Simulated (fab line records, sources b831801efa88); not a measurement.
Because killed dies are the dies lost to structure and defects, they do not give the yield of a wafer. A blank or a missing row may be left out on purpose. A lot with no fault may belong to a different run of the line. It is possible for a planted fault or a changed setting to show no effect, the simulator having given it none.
Struck lot and sound lot, side by side ; flow gf180mcu ; 43 steps out of a route of 602
Sound: these wafers, L988.2, L988.4, L988.6. Struck: wafers L991.2, L991.4, L991.5. The cause is named last.
For every step that has rows: the tool of each side, followed by ch and its chambers, followed by its first start. Under that, the readings that differ: sound wafers ; struck wafers ; difference of the means ; sigmas: that difference in standard deviations of wafers without a fault.
alike: readings whose means differ by less than 2 such deviations, and words and numbers that are the same on both sides. not compared: withheld readings, readings that some wafer has no value for, bounds like >300 that may hide the same value, and numbers for which the record gives no deviation and whose values overlap.
A row with sigmas, a row that says differs or no value, or rows on one side alone: a step with any of these is where the two part. Non-overlapping numbers with no deviation appear without sigmas and do not part them. Lack of a reading on every wafer of one side parts them only where that side has two or more wafers.

first, 2 steps without rows for these wafers: GF_MVSD_IMPLANT_08; GF_MVSD_IMPLANT_09.
GF_MVSD_STRIP_10: strips in O2/N2.
  sound on plasma_asher-04 ch 0,1, day 4 23:40; struck on plasma_asher-01 ch 0,1, day 5 16:04
  alike: drypump_motor_current_A, heater_power_w, o2_flow_sccm, oes_product_au, strip_time_to_endpoint_s
  not compared: rf_hours_counter_h
GF_MVSD_TW_MEAS_11:
  sound: film_metro-02 at day 4 23:47; struck: film_metro-02 at day 5 16:10
  alike: MVSD_TW
then, 7 steps without rows for these wafers: GF_MVPSD_DEHYDRATE_00 (time 60 s); GF_MVPSD_HMDS_01 (prime time 60 s); GF_MVPSD_COAT_02 (resist thk 3000 nm); GF_MVPSD_SOFTBAKE_03; GF_MVPSD_EXPOSE_04 (exposes mask MVPSD, target cd 1000 nm); GF_MVPSD_PEB_05; GF_MVPSD_DEVELOP_06 (develop time 60 s).
GF_MVPSD_OVL_MEAS_07:
  sound: overlay-02 at day 5 13:38; struck: overlay-02 at day 6 07:14
  alike: MVPSD_OVL
GF_MVPSD_IMPLANT_08:
  sound on implanter-02 ch 0, day 5 13:42; struck on implanter-02 ch 0, day 6 07:17
then, 1 step without rows for these wafers: GF_MVPSD_IMPLANT_09.
GF_MVPSD_STRIP_10: strips in O2/N2.
  sound on plasma_asher-03 ch 0,1, day 5 13:58; struck on plasma_asher-02 ch 0,1, day 6 07:34
reading;sound;struck;difference;sigmas
strip_time_to_endpoint_s (s);36.80 36.79 36.92;37.14 37.05 37.23;+0.30;+3
  alike: drypump_motor_current_A, heater_power_w, o2_flow_sccm, oes_product_au
  not compared: rf_hours_counter_h
GF_MVPSD_TW_MEAS_11:
  sound: film_metro-04 at day 5 14:05; struck: film_metro-01 at day 6 07:40
  alike: MVPSD_TW
then, 7 steps without rows for these wafers: GF_VT_IMPLANT_DEHYDRATE_00 (time 60 s); GF_VT_IMPLANT_HMDS_01 (prime time 60 s); GF_VT_IMPLANT_COAT_02 (resist thk 1000 nm); GF_VT_IMPLANT_SOFTBAKE_03 (time 60 s); GF_VT_IMPLANT_EXPOSE_04 (exposes mask LVPWELL LV AREA, target cd 600 nm); GF_VT_IMPLANT_PEB_05; GF_VT_IMPLANT_DEVELOP_06 (develop time 60 s).
GF_VT_IMPLANT_OVL_MEAS_07:
  sound: overlay-01 at day 6 04:22; struck: overlay-02 at day 6 22:56
  alike: VT_IMPLANT_OVL
then, 1 step without rows for these wafers: GF_VT_IMPLANT_IMPLANT_08.
GF_VT_IMPLANT_STRIP_09: strips in O2/N2.
  sound on plasma_asher-04 ch 1, day 6 04:33; struck on plasma_asher-04 ch 0,1, day 6 23:07
reading;sound;struck;difference;sigmas
o2_flow_sccm (sccm);3003 3009 3007;2994 2989 2982;-18;-2
  alike: drypump_motor_current_A, heater_power_w, oes_product_au, strip_time_to_endpoint_s
  not compared: rf_hours_counter_h
GF_VT_IMPLANT_TW_MEAS_10:
  sound: film_metro-03 at day 6 04:40; struck: film_metro-03 at day 6 23:14
  alike: VT_IMPLANT_TW
then, 3 steps without rows for these wafers: GF_VT_IMPLANT_DEHYDRATE_11 (time 60 s); GF_VT_IMPLANT_HMDS_12 (prime time 60 s); GF_VT_IMPLANT_COAT_13 (resist thk 1000 nm).
GF_VT_IMPLANT_SOFTBAKE_14: time 60.77 s.
  sound on litho_track-01 ch 0, day 6 11:47; struck on litho_track-02 ch 0, day 7 06:46
  alike: plate_sensor_t_centre_C, plate_sensor_t_edge_C
then, 3 steps without rows for these wafers: GF_VT_IMPLANT_EXPOSE_15 (exposes mask Nwell LV AREA, target cd 860 nm); GF_VT_IMPLANT_PEB_16; GF_VT_IMPLANT_DEVELOP_17 (develop time 60 s).
GF_VT_IMPLANT_OVL_MEAS_18:
  sound: overlay-02 at day 6 19:11; struck: overlay-02 at day 7 14:35
  alike: VT_IMPLANT_01_OVL
then, 1 step without rows for these wafers: GF_VT_IMPLANT_IMPLANT_19.
GF_VT_IMPLANT_STRIP_20: strips in O2/N2.
  sound on plasma_asher-01 ch 0,1, day 6 19:22; struck on plasma_asher-03 ch 0,1, day 7 14:46
  alike: drypump_motor_current_A, heater_power_w, o2_flow_sccm, oes_product_au, strip_time_to_endpoint_s
  not compared: rf_hours_counter_h
GF_VT_IMPLANT_TW_MEAS_21:
  sound: film_metro-04 at day 6 19:29; struck: film_metro-01 at day 7 14:53
  alike: VT_IMPLANT_2_TW
then, 4 steps without rows for these wafers: GF_VT_IMPLANT_DEHYDRATE_22 (time 60 s); GF_VT_IMPLANT_HMDS_23 (prime time 60 s); GF_VT_IMPLANT_COAT_24 (resist thk 1000 nm); GF_VT_IMPLANT_SOFTBAKE_25 (time 60 s).
GF_VT_IMPLANT_RS_MEAS_49: uses a four-point probe to measure.
  sound: film_metro-02 at day 8 03:24; struck: film_metro-04 at day 9 01:13
reading;sound;struck;difference;sigmas
MVPSD_RS (ohm/sq);1176.4 1173.3 1173.8;1181.0 1179.7 1182.8;+6.7;+3

WHERE THEY PART
First at GF_MVPSD_STRIP_10; last, within this record, at GF_VT_IMPLANT_RS_MEAS_49.

WHY: the cause the simulator had injected
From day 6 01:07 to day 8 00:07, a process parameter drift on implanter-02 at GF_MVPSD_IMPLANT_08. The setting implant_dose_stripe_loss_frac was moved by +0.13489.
